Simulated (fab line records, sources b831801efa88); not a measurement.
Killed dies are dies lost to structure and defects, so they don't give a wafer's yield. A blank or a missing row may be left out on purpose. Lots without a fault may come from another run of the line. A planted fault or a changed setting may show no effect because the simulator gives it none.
fab line records | flow sky130
record lots=11 wafers=33 last_day=50
route steps=708 shown LI_CONTACT@385 LOCAL_INTERCONNECT@387 CONTACT@410 PAD_OPEN@708
lots that met no fault: from a run of the same line without faults
start_h: hours from the record's first day to the start of the lot's first wafer shown | wait_h: hours since the lot's step before | " the same as in the row above | L1.1+2: a row that stands for several wafers | - no value, or no start given | * or withheld: withheld | < > ~ a bound
route shown NAME@n: a module of which the file shows steps, and the number in the route of the first | usual: mean/standard deviation of fault-free wafers | same: alike in all rows | chamber/n: place in a boat | sites: the reading at each site | _std_site: their standard deviation | _edge_site: outer sites' mean less inner sites' | radius_mm: how far each site lies from the wafer's centre | mask NAME#n: copy n | behind: the tool/chamber that last shaped the wafer | hold: why the lot was held/for how many hours/how that ended | device: the transistor (n, p or np) that didn't switch | end of line: the same wafers' tests at the end of the route | a step without rows: its recipe alone | killed: dies lost to structure and defects at the first sort, not the wafer's yield | map: a wafer's dies, x killed, . not, _ none there
set.NAME: the setting as run; set.NAME@STEP: as run at that earlier step | model.NAME: the simulator's own value behind a step, which no gauge read
steps of the route over a sample of lots; a table a step, a row a wafer
services: from which hour (start_h, from the record's first day; less than 0 if before it) a tool's chamber was out of use, for how many hours, and why
## steps
# step SKY_LI_CONTACT_THK_MEAS_23
# recipe thk_meas_gauge=xrf reads=W_of_LI_CONTACT_CVD_21
# usual LI_CONTACT_W_THK=408/7.8
# columns lot.wafer tool chamber start_h wait_h LI_CONTACT_W_THK[nm]
L403.3 film_metro-04 - 676.03 0.1 418
L403.4 " - " " 404
L403.5 " - " " 428
L404.4 film_metro-04 - 678.49 0.1 402
L404.5 " - " " 407
L404.6 " - " " 406
L406.4 film_metro-01 - 701.62 0.1 404
L406.5 " - " " 418
L406.6 " - " " 400
L407.2 film_metro-03 - 710.25 0.1 403
L407.5 " - " " 403
L407.6 " - " " 401
L408.1 film_metro-01 - 723.36 0.1 411
L408.2 " - " " 418
L408.4 " - " " 416
L410.1 film_metro-01 - 733.89 0.1 423
L410.4 " - " " 429
L410.6 " - " " 406
L412.1 film_metro-03 - 754.29 0.1 407
L412.2 " - " " 404
L412.3 " - " " 403
L418.1 film_metro-04 - 814.90 0.1 418
L418.4 " - " " 409
L418.5 " - " " 424
L414.1 film_metro-01 - 816.85 0.1 411
L414.2 " - " " 395
L414.5 " - " " 394
L415.1 film_metro-04 - 822.25 0.1 398
L415.2 " - " " 410
L415.3 " - " " 408
L423.1 film_metro-01 - 840.65 0.1 405
L423.2 " - " " 415
L423.5 " - " " 418
# step SKY_LOCAL_INTERCONNECT_SPUTTER_00
# recipe material=TiN target_thk_nm=100 temp_c=300 power_w=6500 time_s=83.3 chamber_pressure_pa=0.4
# usual susceptor_temp_C=300.00/0.19 throttle_valve_pct=29.2/1.1
# columns lot.wafer tool chamber start_h wait_h susceptor_temp_C throttle_valve_pct
L403.3 pvd_sputter-01 - 676.37 0.2 299.95 29.7
L403.4 " - " " 299.87 27.5
L403.5 " - " " 300.09 30.3
L404.4 pvd_sputter-03 - 678.82 0.1 300.07 28.7
L404.5 " - " " 299.93 28.2
L404.6 " - " " 299.75 30.0
L406.4 pvd_sputter-01 - 701.95 0.2 300.17 28.4
L406.5 " - " " 299.96 29.5
L406.6 " - " " 299.89 27.3
L407.2 pvd_sputter-02 - 710.60 0.2 300.31 29.3
L407.5 " - " " 300.16 29.1
L407.6 " - " " 300.07 30.6
L408.1 pvd_sputter-01 - 723.72 0.2 299.85 27.3
L408.2 " - " " 299.97 28.1
L408.4 " - " " 299.78 29.6
L410.1 pvd_sputter-01 - 734.25 0.2 300.02 30.1
L410.4 " - " " 300.05 29.6
L410.6 " - " " 300.05 29.4
L412.1 pvd_sputter-01 - 754.65 0.2 300.31 27.4
L412.2 " - " " 299.95 30.1
L412.3 " - " " 299.94 29.7
L418.1 pvd_sputter-01 - 815.26 0.2 300.18 30.3
L418.4 " - " " 299.92 29.6
L418.5 " - " " 300.13 29.6
L414.1 pvd_sputter-01 - 817.21 0.1 300.05 29.6
L414.2 " - " " 299.85 27.5
L414.5 " - " " 300.12 29.2
L415.1 pvd_sputter-02 - 822.61 0.2 299.66 30.6
L415.2 " - " " 299.93 29.4
L415.3 " - " " 299.77 30.3
L423.1 pvd_sputter-03 - 841.01 0.1 299.93 29.0
L423.2 " - " " 299.89 29.6
L423.5 " - " " 299.94 28.7
# step SKY_LOCAL_INTERCONNECT_STRIP_15
# recipe chemistry=O2/N2 power_w=1400 pressure_mtorr=1500 platen_temp_c=withheld o2_flow_sccm=3000 n2_flow_sccm=300 overash_fraction=0.5
# usual drypump_motor_current_A=6.1/0.59 oes_product_au=0.427/0.0044 strip_time_to_endpoint_s=4.736/0.017
# columns lot.wafer tool chamber start_h wait_h drypump_motor_current_A oes_product_au rf_hours_counter_h strip_time_to_endpoint_s
L403.3 plasma_asher-04 0 704.44 0.1 5.2 0.420 - 4.746
L403.4 " 1 " " 6.8 0.425 - 4.749
L403.5 " 1 " " 6.8 0.424 - 4.742
L404.4 plasma_asher-04 1 707.09 0.1 6.7 0.428 - 4.750
L404.5 " 1 " " 6.7 0.427 - 4.723
L404.6 " 0 " " 5.2 0.427 - 4.717
L406.4 plasma_asher-01 1 730.41 0.1 6.4 0.421 - 4.732
L406.5 " 0 " " 6.3 0.433 - 4.724
L406.6 " 1 " " 6.4 0.421 - 4.702
L407.2 plasma_asher-02 0 739.34 0.1 5.8 0.434 88 4.722
L407.5 " 0 " " 5.8 0.429 - 4.762
L407.6 " 1 " " 6.2 0.428 - 4.766
L408.1 plasma_asher-04 0 751.12 0.0 5.2 0.424 1 4.754
L408.2 " 1 " " 6.8 0.429 1 4.729
L408.4 " 0 " " 5.2 0.427 - 4.734
L410.1 plasma_asher-04 1 762.29 0.1 6.7 0.426 2 4.707
L410.4 " 0 " " 5.2 0.433 - 4.734
L410.6 " 0 " " 5.2 0.423 - 4.710
L412.1 plasma_asher-02 1 781.39 0.1 6.2 0.431 93 4.724
L412.2 " 0 " " 5.8 0.418 93 4.724
L412.3 " 0 " " 5.9 0.426 - 4.735
L418.1 plasma_asher-04 0 841.68 0.0 5.2 0.423 10 4.738
L418.4 " 1 " " 6.8 0.438 - 4.750
L418.5 " 1 " " 6.7 0.424 - 4.729
L414.1 plasma_asher-04 0 843.42 0.0 5.2 0.425 10 4.736
L414.2 " 1 " " 6.8 0.428 10 4.719
L414.5 " 1 " " 6.7 0.434 - 4.732
L415.1 plasma_asher-04 1 848.73 0.0 6.8 0.426 11 4.750
L415.2 " 0 " " 5.2 0.427 11 4.737
L415.3 " 1 " " 6.7 0.427 - 4.749
L423.1 plasma_asher-04 1 867.46 0.0 6.8 0.424 13 4.745
L423.2 " 0 " " 5.2 0.422 13 4.754
L423.5 " 0 " " 5.2 0.428 - 4.754
# step SKY_CONTACT_CMP_04
# recipe material=SiO2 down_force_psi=4 platen_rpm=60 pad_velocity_m_s=0.94248
# usual edge_zone_pressure_frac=1.000/0.0051 head_pressure_psi=4.000/0.0081 motor_current_A=12.8/1.1 time_to_endpoint_s=81/4.8
# columns lot.wafer tool chamber start_h wait_h edge_zone_pressure_frac head_pressure_psi motor_current_A time_to_endpoint_s
L403.3 cmp-02 1 705.29 0.1 1.001 4.009 12.2 81
L403.4 " 3 " " 0.996 3.994 12.0 74
L403.5 " 0 " " 1.001 3.994 15.1 72
L404.4 cmp-02 1 707.87 0.0 1.001 4.005 13.0 77
L404.5 " 1 " " 1.000 3.997 12.6 78
L404.6 " 2 " " 1.002 4.002 11.8 78
L406.4 cmp-01 3 731.32 0.1 1.002 3.992 11.4 85
L406.5 " 1 " " 1.002 4.009 14.4 84
L406.6 " 2 " " 1.003 3.996 12.5 87
L407.2 cmp-01 0 740.15 0.0 0.991 4.009 14.8 80
L407.5 " 0 " " 0.994 4.007 13.7 79
L407.6 " 1 " " 0.996 3.987 14.0 87
L408.1 cmp-02 2 752.37 0.1 1.000 3.990 11.4 85
L408.4 " 3 " " 1.003 3.998 11.7 80
L408.2 " 1 " " 0.993 3.995 11.7 84
L410.4 cmp-02 2 763.15 0.1 1.013 4.002 12.3 81
L410.1 " 3 " " 0.998 3.995 11.7 73
L410.6 " 2 " " 1.007 4.003 11.0 79
L412.3 cmp-02 0 782.20 0.0 1.004 3.993 13.5 79
L412.2 " 1 " " 0.988 4.004 12.0 85
L412.1 " 2 " " 1.008 4.009 11.2 87
L418.1 cmp-02 2 842.57 0.1 0.995 1.075 6.0 110
L418.4 " 3 " " 0.999 1.084 6.3 109
L418.5 " 2 " " 0.993 1.065 5.9 108
L414.1 cmp-02 0 844.32 0.1 0.992 1.075 7.3 106
L414.2 " 1 " " 0.999 1.073 6.6 107
L414.5 " 0 " " 1.005 1.088 7.2 107
L415.1 cmp-01 2 849.54 0.1 0.998 4.007 13.2 84
L415.2 " 3 " " 0.996 3.986 11.6 85
L415.3 " 1 " " 1.000 3.998 14.5 87
L423.1 cmp-01 1 868.27 0.1 1.000 4.005 14.0 83
L423.2 " 3 " " 1.002 3.986 11.8 85
L423.5 " 2 " " 0.999 4.008 13.4 82
# step SKY_CONTACT_ETCH_17
# recipe target=SiO2 chemistry=C4F8/O2/Ar stop_on=Si3N4 mask_material=KrF-thick source_w=1500 bias_w=1200 pressure_mtorr=40 c4f8_flow_sccm=withheld O2_flow_sccm=6 Ar_flow_sccm=300 time_s=withheld target_depth_a=3400
# usual oes_product_au=0.891/0.0047
# columns lot.wafer tool chamber start_h wait_h oes_product_au
L403.3 rie_diel-04 3 733.65 0.0 0.890
L403.4 " 0 " " 0.887
L403.5 " 0 " " 0.894
L404.4 rie_diel-04 1 736.88 0.0 0.887
L404.5 " 0 " " 0.893
L404.6 " 3 " " 0.885
L406.4 rie_diel-03 3 759.11 0.0 0.893
L406.5 " 1 " " 0.890
L406.6 " 2 " " 0.903
L407.2 rie_diel-04 0 767.95 0.0 0.887
L407.5 " 2 " " 0.886
L407.6 " 1 " " 0.886
L408.1 rie_diel-04 2 779.65 0.0 0.894
L408.2 " 0 " " 0.889
L408.4 " 1 " " 0.888
L410.1 rie_diel-04 0 790.68 0.0 0.887
L410.4 " 1 " " 0.891
L410.6 " 3 " " 0.891
L412.1 rie_diel-04 2 809.85 0.0 0.893
L412.2 " 1 " " 0.889
L412.3 " 3 " " 0.890
L418.1 rie_diel-04 3 868.85 0.0 0.991
L418.4 " 2 " " 1.000
L418.5 " 2 " " 1.003
L414.1 rie_diel-03 1 870.10 0.0 1.002
L414.2 " 0 " " 1.010
L414.5 " 2 " " 1.016
L415.1 rie_diel-01 1 875.25 0.0 0.891
L415.2 " 3 " " 0.892
L415.3 " 2 " " 0.895
L423.1 rie_diel-04 3 895.08 0.0 0.884
L423.2 " 1 " " 0.887
L423.5 " 3 " " 0.896
# step SKY_CONTACT_ETCH_18
# recipe target=Si3N4 chemistry=CHF3/O2 stop_on=TiN source_w=600 bias_w=200 pressure_mtorr=40 chf3_flow_sccm=50 O2_flow_sccm=5 time_s=39 target_depth_a=750
# usual drypump_motor_current_A=5.6/0.52 oes_product_au=0.856/0.0087 throttle_valve_pct=8.794/0.0094
# columns lot.wafer tool chamber start_h wait_h drypump_motor_current_A oes_product_au rf_hours_counter_h throttle_valve_pct
L403.3 rie_diel-04 3 - - 4.9 0.854 1 8.793
L403.4 " 0 " " 6.0 0.873 17 8.801
L403.5 " 0 " " 6.0 0.869 - 8.803
L404.4 rie_diel-04 1 - - 5.6 0.858 18 8.802
L404.5 " 0 " " 6.0 0.859 - 8.778
L404.6 " 3 " " 4.9 0.861 - 8.789
L406.4 rie_diel-03 3 - - 5.3 0.867 - 8.798
L406.5 " 1 " " 5.0 0.857 - 8.772
L406.6 " 2 " " 4.8 0.859 - 8.802
L407.2 rie_diel-04 0 - - 6.0 0.855 18 8.806
L407.5 " 2 " " 5.6 0.861 - 8.799
L407.6 " 1 " " 5.6 0.870 - 8.804
L408.1 rie_diel-04 2 - - 5.6 0.850 8 8.792
L408.2 " 0 " " 6.0 0.860 18 8.800
L408.4 " 1 " " 5.6 0.869 20 8.776
L410.1 rie_diel-04 0 - - 6.0 0.846 18 8.785
L410.4 " 1 " " 5.6 0.856 20 8.783
L410.6 " 3 " " 4.9 0.849 - 8.798
L412.1 rie_diel-04 2 - - 5.6 0.850 9 8.801
L412.2 " 1 " " 5.6 0.854 21 8.789
L412.3 " 3 " " 4.9 0.859 4 8.795
L418.1 rie_diel-04 3 - - 4.9 0.386 5 8.678
L418.4 " 2 " " 5.6 0.382 11 8.684
L418.5 " 2 " " 5.6 0.385 - 8.679
L414.1 rie_diel-03 1 - - 5.0 0.411 14 8.688
L414.2 " 0 " " 6.1 0.429 13 8.688
L414.5 " 2 " " 4.8 0.467 - 8.699
L415.1 rie_diel-01 1 - - 6.3 0.870 20 8.814
L415.2 " 3 " " 5.8 0.862 10 8.805
L415.3 " 2 " " 5.6 0.864 11 8.799
L423.1 rie_diel-04 3 - - 4.9 0.861 6 8.787
L423.2 " 1 " " 5.6 0.853 23 8.794
L423.5 " 3 " " 4.9 0.855 - 8.784
# step SKY_PAD_OPEN_PROBE_99
# usual killed_at_M0_to_M3=43/7.3 killed_at_M4_up=3.4/1.7 killed_at_contacts=24/4.5 killed_at_front_end=16/4.4 killed_at_other=0.2/0.51 killed_dies=86/9.7 killed_on_rim=17/3.7 killed_open=46/6.6 killed_short=39/7.1
# same gross_dies=492 killed_at_back_side=0
# columns lot.wafer tool chamber start_h wait_h killed_at_M0_to_M3 killed_at_M4_up killed_at_contacts killed_at_front_end killed_at_other killed_dies killed_on_rim killed_open killed_short
L404.4 prober-01 - 1076.83 0.2 27 5 19 22 0 73 11 43 30
L404.5 prober-01 - 1076.88 0.2 52 3 24 16 0 95 18 48 46
L404.6 prober-01 - 1076.93 0.2 40 4 19 16 0 79 14 50 28
L403.3 prober-02 - 1077.65 0.2 41 2 25 11 0 79 12 43 36
L403.4 prober-02 - 1077.70 0.2 48 3 20 16 0 87 17 48 39
L403.5 prober-02 - 1077.75 0.2 34 5 41 15 0 95 23 60 35
L406.4 prober-01 - 1095.22 0.2 41 2 25 15 0 83 19 51 32
L406.5 prober-01 - 1095.27 0.2 50 3 27 17 0 97 17 54 43
L406.6 prober-01 - 1095.32 0.2 51 3 24 13 0 91 19 51 40
L407.2 prober-01 - 1101.59 0.1 39 3 24 19 0 85 17 46 38
L407.5 prober-01 - 1101.74 0.2 40 0 19 11 0 70 14 40 30
L407.6 prober-01 - 1101.79 0.2 40 4 31 17 0 92 13 51 41
L408.1 prober-01 - 1109.56 0.1 45 2 31 18 3 99 19 51 48
L408.2 prober-01 - 1109.61 0.1 34 1 16 20 0 71 9 44 27
L408.4 prober-01 - 1109.71 0.2 51 3 28 14 0 96 19 54 42
L412.1 prober-01 - 1129.91 0.1 47 2 20 12 0 81 11 50 31
L412.2 prober-01 - 1129.96 0.1 38 3 17 11 0 69 15 38 31
L412.3 prober-01 - 1130.01 0.2 40 2 27 15 0 84 17 37 47
L410.1 prober-01 - 1167.05 0.1 42 4 28 9 0 83 13 39 44
L410.4 prober-01 - 1167.20 0.2 44 4 25 12 0 85 25 39 46
L410.6 prober-01 - 1167.30 0.2 43 3 33 18 0 97 18 51 45
L418.1 prober-01 - 1171.09 0.1 36 5 438 13 0 492 96 48 35
L418.4 prober-01 - 1171.24 0.2 55 4 411 22 0 492 96 64 43
L418.5 prober-01 - 1171.29 0.2 46 3 424 19 0 492 96 53 38
L414.1 prober-01 - 1175.43 0.1 40 3 436 13 0 492 96 39 40
L414.2 prober-01 - 1175.48 0.1 37 2 435 17 1 492 96 44 46
L414.5 prober-01 - 1175.63 0.2 36 2 440 13 1 492 96 36 42
L415.1 prober-01 - 1180.46 0.1 49 3 14 23 1 90 17 44 46
L415.2 prober-01 - 1180.51 0.1 40 1 20 18 0 79 14 44 35
L415.3 prober-01 - 1180.56 0.2 59 1 20 18 0 98 18 51 47
L423.1 prober-01 - 1191.20 0.2 31 3 19 12 0 65 12 38 27
L423.2 prober-01 - 1191.25 0.2 33 7 29 14 1 84 14 47 37
L423.5 prober-01 - 1191.40 0.3 33 1 22 16 0 72 14 41 31
# killed by level:class
L404.4 CONTACT:geometric_particle:open=11 VIA1:geometric_particle:open=9 FIELD_ISO:geometric_particle:open=6 FIELD_ISO:geometric_particle:short=5 POLY_GATE:geometric_particle:short=5 CONTACT:geometric_particle:short=5 VIA2:geometric_particle:open=5 VIA3:geometric_particle:open=4
L404.5 VIA1:geometric_particle:open=10 CONTACT:geometric_particle:short=8 METAL1:geometric_particle:short=7 CONTACT:geometric_particle:open=7 VIA2:geometric_particle:short=7 VIA3:geometric_particle:open=7 FIELD_ISO:geometric_particle:open=6 VIA1:geometric_particle:short=5
L404.6 VIA1:geometric_particle:open=11 CONTACT:geometric_particle:open=9 VIA2:geometric_particle:open=8 VIA3:geometric_particle:short=6 FIELD_ISO:geometric_particle:open=5 CONTACT:geometric_particle:short=5 VIA3:geometric_particle:open=5 LI_CONTACT:geometric_particle:open=4
L403.3 CONTACT:geometric_particle:short=9 VIA1:geometric_particle:open=9 VIA2:geometric_particle:open=7 VIA3:geometric_particle:open=7 LOCAL_INTERCONNECT:geometric_particle:short=6 CONTACT:geometric_particle:open=5 METAL1:geometric_particle:short=5 FIELD_ISO:geometric_particle:open=4
L403.4 VIA1:geometric_particle:open=12 CONTACT:geometric_particle:open=9 METAL2:geometric_particle:short=8 VIA3:geometric_particle:open=6 METAL1:geometric_particle:short=5 CONTACT:geometric_particle:short=5 VIA1:geometric_particle:short=5 VIA2:geometric_particle:open=5
L403.5 CONTACT:geometric_particle:open=15 LI_CONTACT:geometric_particle:open=12 VIA1:geometric_particle:open=9 CONTACT:geometric_particle:short=6 VIA2:geometric_particle:open=6 LI_CONTACT:geometric_particle:short=5 FIELD_ISO:geometric_particle:open=4 METAL2:geometric_particle:short=4
L406.4 CONTACT:geometric_particle:open=9 VIA3:geometric_particle:open=9 VIA2:geometric_particle:open=9 LI_CONTACT:geometric_particle:open=7 VIA1:geometric_particle:open=6 METAL2:geometric_particle:short=6 FIELD_ISO:geometric_particle:open=5 POLY_GATE:geometric_particle:short=5
L406.5 VIA1:geometric_particle:open=13 LI_CONTACT:geometric_particle:open=8 VIA3:geometric_particle:open=8 CONTACT:geometric_particle:short=7 CONTACT:geometric_particle:open=7 METAL2:geometric_particle:short=6 VIA2:geometric_particle:short=5 VIA2:geometric_particle:open=5
L406.6 VIA1:geometric_particle:open=12 VIA3:geometric_particle:open=10 VIA2:geometric_particle:open=9 CONTACT:geometric_particle:open=7 LI_CONTACT:geometric_particle:open=6 POLY_GATE:geometric_particle:short=5 LI_CONTACT:geometric_particle:short=5 CONTACT:geometric_particle:short=5
L407.2 CONTACT:geometric_particle:open=12 VIA1:geometric_particle:open=7 LI_CONTACT:geometric_particle:open=6 VIA1:geometric_particle:short=6 POLY_GATE:geometric_particle:open=5 CONTACT:geometric_particle:short=5 METAL1:geometric_particle:short=5 VIA3:geometric_particle:open=5
L407.5 VIA1:geometric_particle:open=13 CONTACT:geometric_particle:open=8 CONTACT:geometric_particle:short=6 METAL1:geometric_particle:short=5 VIA1:geometric_particle:short=5 LI_CONTACT:geometric_particle:open=4 VIA2:geometric_particle:open=4 METAL2:geometric_particle:short=4
L407.6 CONTACT:geometric_particle:open=10 VIA1:geometric_particle:open=10 LI_CONTACT:geometric_particle:open=8 METAL1:geometric_particle:short=6 VIA3:geometric_particle:open=5 LI_CONTACT:geometric_particle:short=4 CONTACT:geometric_particle:short=4 METAL2:geometric_particle:short=4
L408.1 CONTACT:geometric_particle:open=14 VIA2:geometric_particle:open=11 METAL2:geometric_particle:short=8 LI_CONTACT:geometric_particle:open=6 VIA1:geometric_particle:open=6 LOCAL_INTERCONNECT:geometric_particle:short=5 CONTACT:geometric_particle:short=5 FIELD_ISO:geometric_particle:open=4
L408.2 VIA2:geometric_particle:open=9 FIELD_ISO:geometric_particle:short=8 CONTACT:geometric_particle:open=8 FIELD_ISO:geometric_particle:open=5 VIA1:geometric_particle:open=5 LI_CONTACT:geometric_particle:open=4 VIA3:geometric_particle:short=4 POLY_GATE:geometric_particle:open=3
L408.4 VIA1:geometric_particle:open=10 VIA2:geometric_particle:open=10 VIA1:geometric_particle:short=9 CONTACT:geometric_particle:open=8 LI_CONTACT:geometric_particle:open=7 METAL2:geometric_particle:short=6 LI_CONTACT:geometric_particle:short=5 CONTACT:geometric_particle:short=5
L412.1 VIA1:geometric_particle:open=17 METAL2:geometric_particle:short=8 CONTACT:geometric_particle:open=8 VIA3:geometric_particle:open=8 LI_CONTACT:geometric_particle:open=6 VIA1:geometric_particle:short=5 METAL1:geometric_particle:short=4 FIELD_ISO:geometric_particle:short=3
L412.2 VIA1:geometric_particle:open=9 VIA3:geometric_particle:open=8 CONTACT:geometric_particle:short=6 CONTACT:geometric_particle:open=5 VIA1:geometric_particle:short=5 FIELD_ISO:geometric_particle:short=4 LI_CONTACT:geometric_particle:open=4 METAL1:geometric_particle:short=4
L412.3 VIA1:geometric_particle:open=12 FIELD_ISO:geometric_particle:short=8 CONTACT:geometric_particle:short=6 LI_CONTACT:geometric_particle:open=5 LI_CONTACT:geometric_particle:short=5 VIA3:geometric_particle:open=5 VIA2:geometric_particle:short=5 LOCAL_INTERCONNECT:geometric_particle:short=5
L410.1 VIA2:geometric_particle:open=9 CONTACT:geometric_particle:short=8 CONTACT:geometric_particle:open=8 VIA1:geometric_particle:open=7 METAL2:geometric_particle:short=6 METAL3:geometric_particle:short=6 LI_CONTACT:geometric_particle:open=5 POLY_GATE:geometric_particle:short=4
L410.4 LI_CONTACT:geometric_particle:open=8 CONTACT:geometric_particle:open=7 METAL2:geometric_particle:short=7 METAL1:geometric_particle:short=6 VIA2:geometric_particle:open=5 VIA3:geometric_particle:short=4 METAL2:geometric_particle:open=4 VIA1:geometric_particle:open=4
L410.6 VIA1:geometric_particle:open=11 CONTACT:geometric_particle:open=10 CONTACT:geometric_particle:short=8 VIA2:geometric_particle:open=8 LI_CONTACT:geometric_particle:open=6 POLY_GATE:geometric_particle:open=5 LOCAL_INTERCONNECT:geometric_particle:short=5 VIA1:geometric_particle:short=5
L418.1 CONTACT:area_cmp=409 LI_CONTACT:geometric_particle:open=11 VIA1:geometric_particle:open=8 CONTACT:geometric_particle:open=8 METAL1:geometric_particle:short=6 METAL2:geometric_particle:short=6 FIELD_ISO:geometric_particle:open=5 VIA3:geometric_particle:open=5
L418.4 CONTACT:area_cmp=385 VIA1:geometric_particle:open=13 FIELD_ISO:geometric_particle:open=8 CONTACT:geometric_particle:short=7 CONTACT:geometric_particle:open=6 VIA2:geometric_particle:open=6 LI_CONTACT:geometric_particle:open=5 METAL2:geometric_particle:short=5
L418.5 CONTACT:area_cmp=401 CONTACT:geometric_particle:open=9 VIA1:geometric_particle:open=9 VIA2:geometric_particle:open=8 METAL3:geometric_particle:short=7 LI_CONTACT:geometric_particle:open=6 CONTACT:geometric_particle:short=5 METAL2:geometric_particle:short=5
L414.1 CONTACT:area_cmp=412 CONTACT:geometric_particle:open=10 VIA1:geometric_particle:open=9 METAL1:geometric_particle:short=7 METAL2:geometric_particle:short=7 LI_CONTACT:geometric_particle:open=5 VIA2:geometric_particle:open=5 POLY_GATE:geometric_particle:short=4
L414.2 CONTACT:area_cmp=401 CONTACT:geometric_particle:open=8 VIA1:geometric_particle:open=8 LOCAL_INTERCONNECT:geometric_particle:short=7 CONTACT:geometric_particle:short=7 METAL2:geometric_particle:short=6 POLY_GATE:geometric_particle:short=5 LI_CONTACT:geometric_particle:open=5
L414.5 CONTACT:area_cmp=413 CONTACT:geometric_particle:open=10 CONTACT:geometric_particle:short=8 METAL2:geometric_particle:short=8 METAL3:geometric_particle:short=7 LI_CONTACT:geometric_particle:open=6 VIA3:geometric_particle:open=5 POLY_GATE:geometric_particle:short=4
L415.1 FIELD_ISO:geometric_particle:open=9 VIA1:geometric_particle:open=7 VIA1:geometric_particle:short=7 VIA2:geometric_particle:open=7 VIA3:geometric_particle:open=6 LI_CONTACT:geometric_particle:open=5 VIA2:geometric_particle:short=5 METAL3:geometric_particle:short=5
L415.2 VIA1:geometric_particle:open=10 FIELD_ISO:geometric_particle:open=9 CONTACT:geometric_particle:open=9 METAL2:geometric_particle:short=7 FIELD_ISO:geometric_particle:short=6 VIA2:geometric_particle:open=6 LI_CONTACT:geometric_particle:open=4 VIA2:geometric_particle:short=4
L415.3 VIA1:geometric_particle:open=20 METAL1:geometric_particle:short=8 LI_CONTACT:geometric_particle:open=7 CONTACT:geometric_particle:short=7 VIA2:geometric_particle:open=5 VIA3:geometric_particle:open=5 POLY_GATE:geometric_particle:open=4 METAL2:geometric_particle:short=4
L423.1 CONTACT:geometric_particle:open=10 VIA1:geometric_particle:open=7 LI_CONTACT:geometric_particle:open=4 METAL1:geometric_particle:short=4 METAL2:geometric_particle:short=4 VIA3:geometric_particle:open=4 VIA2:geometric_particle:open=4 POLY_GATE:geometric_particle:short=3
L423.2 CONTACT:geometric_particle:open=14 VIA2:geometric_particle:open=8 POLY_GATE:geometric_particle:short=5 VIA3:geometric_particle:open=5 VIA1:geometric_particle:open=5 VIA2:geometric_particle:short=4 METAL4:geometric_particle:short=4 LI_CONTACT:geometric_particle:short=4
L423.5 CONTACT:geometric_particle:open=10 VIA1:geometric_particle:open=8 CONTACT:geometric_particle:short=6 METAL2:geometric_particle:short=6 POLY_GATE:geometric_particle:open=5 VIA2:geometric_particle:short=5 METAL1:geometric_particle:short=4 VIA3:geometric_particle:open=4
## services
# columns tool chamber start_h hours kind
pvd_sputter-01 - 656.40 2.5 repair
rie_diel-03 3 657.73 2.3 repair
rie_diel-03 - 679.49 2.8 pm
rie_diel-04 2 688.98 5.5 repair
cmp-02 - 700.50 3.7 repair
rie_diel-03 - 712.03 15.6 pm
plasma_asher-04 - 733.75 9.0 pm
cmp-01 - 737.15 1.1 repair
cmp-02 - 742.00 1.2 repair
cmp-01 - 744.00 4.0 pm
pvd_sputter-01 - 748.70 4.8 repair
rie_diel-03 0 753.09 7.5 repair
rie_diel-04 3 757.67 8.2 repair
cmp-01 - 760.63 5.4 pm
cmp-02 - 774.88 3.5 repair
rie_diel-03 1 790.67 6.4 repair
cmp-02 - 817.34 4.3 pm
cmp-01 - 824.61 0.8 repair
rie_diel-04 0 870.81 1.3 repair
cmp-01 - 871.74 0.4 repair
plasma_asher-04 - 879.95 4.5 repair
rie_diel-03 1 882.30 14.7 repair
cmp-01 - 886.63 3.1 repair
pvd_sputter-01 - 890.77 4.1 repair
## key
first_sign step=SKY_CONTACT_CMP_04 reading=head_pressure_psi direction=down sigmas=99+ usual=4.000 struck=1.077
effect step=SKY_CONTACT_CMP_04 reading=motor_current_A direction=down sigmas=5.5 usual=12.8 struck=6.6
effect step=SKY_CONTACT_ETCH_17 reading=oes_product_au direction=up sigmas=24 usual=0.891 struck=1.004
effect step=SKY_CONTACT_ETCH_18 reading=oes_product_au direction=down sigmas=51 usual=0.856 struck=0.410
effect step=SKY_PAD_OPEN_PROBE_99 reading=killed_at_contacts direction=up sigmas=90 usual=24 struck=431
more_kills_born_at SKY_CONTACT_CMP_04@cmp-02=2421
met_at SKY_CONTACT_CMP_04
struck_lots L414,L418
later_rows_left_out L414.1,L414.2,L414.5,L418.1,L418.4,L418.5
tester_left_out L414,L418
not_acting_at SKY_LI_CONTACT_THK_MEAS_23,SKY_LOCAL_INTERCONNECT_SPUTTER_00,SKY_LOCAL_INTERCONNECT_STRIP_15
onset_between 782.20 842.57
fault kind=process_parameter_drift tool=cmp-02 chamber=- onset_h=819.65 steps=SKY_CONTACT_CMP_04 channel=down_force_psi offset=-2.9192 shape=step end_h=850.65 acts_in=these_recipes_only stated=4
# tester_left_out: of these lots the tester's yield and bins aren't shown, on N5 and GAA mostly nor the transistor test; their killed dies are dies lost to structure and defects alone, not to doping, threshold or leakage, so they don't give the yield
# later_rows_left_out: the simulator's readings of these wafers behind a module that went badly wrong aren't trusted and aren't shown, but for the sort
